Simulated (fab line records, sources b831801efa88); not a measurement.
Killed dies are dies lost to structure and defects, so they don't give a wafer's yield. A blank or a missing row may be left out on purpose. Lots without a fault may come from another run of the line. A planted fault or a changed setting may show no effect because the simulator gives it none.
A struck lot beside a sound one | flow sky130 | 16 steps out of a route of 708
Sound: wafers L307.3, L307.5, L307.6. Struck: wafer L315.1. (L315.3, L315.4 of the same lot were not struck and are left out.) The cause comes at the end.
At each step with rows: each side's tool, then ch and its chambers, then its first start. Under that, the readings that differ: sound wafers | struck wafers | difference of the means | sigmas: that difference in standard deviations of wafers without a fault.
alike: readings whose means differ by less than 2 such deviations, and words and numbers that are the same on both sides. not compared: withheld readings, readings that some wafer has no value for, bounds like >300 that may hide the same value, and numbers for which the record gives no deviation and whose values overlap.
The two part at a step that has a row with sigmas, a row that says differs or no value, or rows on one side only. Numbers that don't overlap but have no deviation are shown without sigmas and don't part them. A reading that every wafer of one side lacks parts them only if that side has two wafers or more.

first, 3 steps without rows for these wafers: SKY_METAL1_EXPOSE_12 (exposes mask MM1, target cd 140 nm); SKY_METAL1_PEB_13; SKY_METAL1_DEVELOP_14 (develop time 60 s).
SKY_METAL1_CD_MEAS_15: target cd 140 nm.
  sound on cd_sem-02, day 35 00:52; struck on cd_sem-01, day 37 14:19
  alike: cd_nm
SKY_METAL1_OVL_MEAS_16:
  sound on overlay-02, day 35 00:58; struck on overlay-01, day 37 14:26
  alike: METAL1_OVL
SKY_METAL1_DESCUM_17: chemistry O2, time 8 s.
  sound on rie_metal-04 ch 0,1, day 35 00:59; struck on rie_metal-01 ch 0, day 37 14:29
  reading                | sound | struck | difference                   | sigmas
  rf_hours_counter_h (h) | - - - | 9      | no value on the sound wafers |
  alike: drypump_motor_current_A, oes_product_au, temp_c
SKY_METAL1_ETCH_18: etches BARC in N2/H2, stops on SiO2, time 45.9 s, target depth 60 nm.
  sound on rie_metal-04 ch 0,1, day 35 01:02; struck on rie_metal-01 ch 0, day 37 14:32
  reading                | sound | struck | difference                   | sigmas
  rf_hours_counter_h (h) | - - - | 9      | no value on the sound wafers |
  alike: drypump_motor_current_A, oes_product_au, throttle_valve_pct
SKY_METAL1_METAL_ETCH_19: etches the open film in Cl2/BCl3, stops on SiO2, target depth 360 nm, time 78 s.
  sound on rie_metal-04 ch 0,1, day 35 01:07; struck on rie_metal-01 ch 0, day 37 14:40
  reading                | sound | struck | difference                   | sigmas
  rf_hours_counter_h (h) | - - - | 9      | no value on the sound wafers |
  alike: drypump_motor_current_A, mfc_cl2_sccm, oes_product_au, throttle_valve_pct
SKY_METAL1_STRIP_20: strips in O2/N2.
  sound on plasma_asher-01 ch 0,1, day 35 01:12; struck on plasma_asher-03 ch 0, day 37 14:51
  reading                | sound | struck | difference                   | sigmas
  rf_hours_counter_h (h) | - - - | 45     | no value on the sound wafers |
  alike: drypump_motor_current_A, oes_product_au, strip_time_to_endpoint_s
then, 3 steps without rows for these wafers: SKY_METAL1_STRIP_21 (strips in post etch residue remover, time 1200 s); SKY_METAL1_CLEAN_22 (cleans in IPA, time 180 s); SKY_METAL1_CLEAN_23 (cleans in O3/DIW).
SKY_VIA1_HDPCVD_00: deposits SiO2, target thk 1030 nm, time 171.7 s.
  sound on hdpcvd-01 ch 0,1,2, day 35 01:46; struck on hdpcvd-01 ch 0, day 37 15:26
  reading                                  | sound             | struck | difference | sigmas
  sih4_flow_sccm (sccm)                    | 59.98 60.15 60.15 | 90.09  | +30.00     | +99 or more
  model.SiO2_of_VIA1_HDPCVD_00.thk_nm (nm) | 1037 1028 1039    | 1565   | +530       |
SKY_VIA1_THK_MEAS_01:
  sound on film_metro-04, day 35 01:53; struck on film_metro-03, day 37 15:33
  reading              | sound          | struck | difference | sigmas
  VIA1_HDPCVD_THK (nm) | 1037 1027 1039 | 1565   | +531       | +48
SKY_VIA1_CMP_02: polishes SiO2.
  sound on cmp-02 ch 0,1, day 35 01:56; struck on cmp-01 ch 2, day 37 15:40
  alike: head_pressure_psi, motor_current_A, platen_rpm, slurry_filter_dp_kPa
SKY_PAD_OPEN_PROBE_99:
  the record has rows for the sound wafers here (prober-01, day 47 14:42) and none for the struck ones

WHERE THEY PART
First at SKY_METAL1_DESCUM_17; last, within this record, at SKY_PAD_OPEN_PROBE_99.

WHY: what the simulator had put in
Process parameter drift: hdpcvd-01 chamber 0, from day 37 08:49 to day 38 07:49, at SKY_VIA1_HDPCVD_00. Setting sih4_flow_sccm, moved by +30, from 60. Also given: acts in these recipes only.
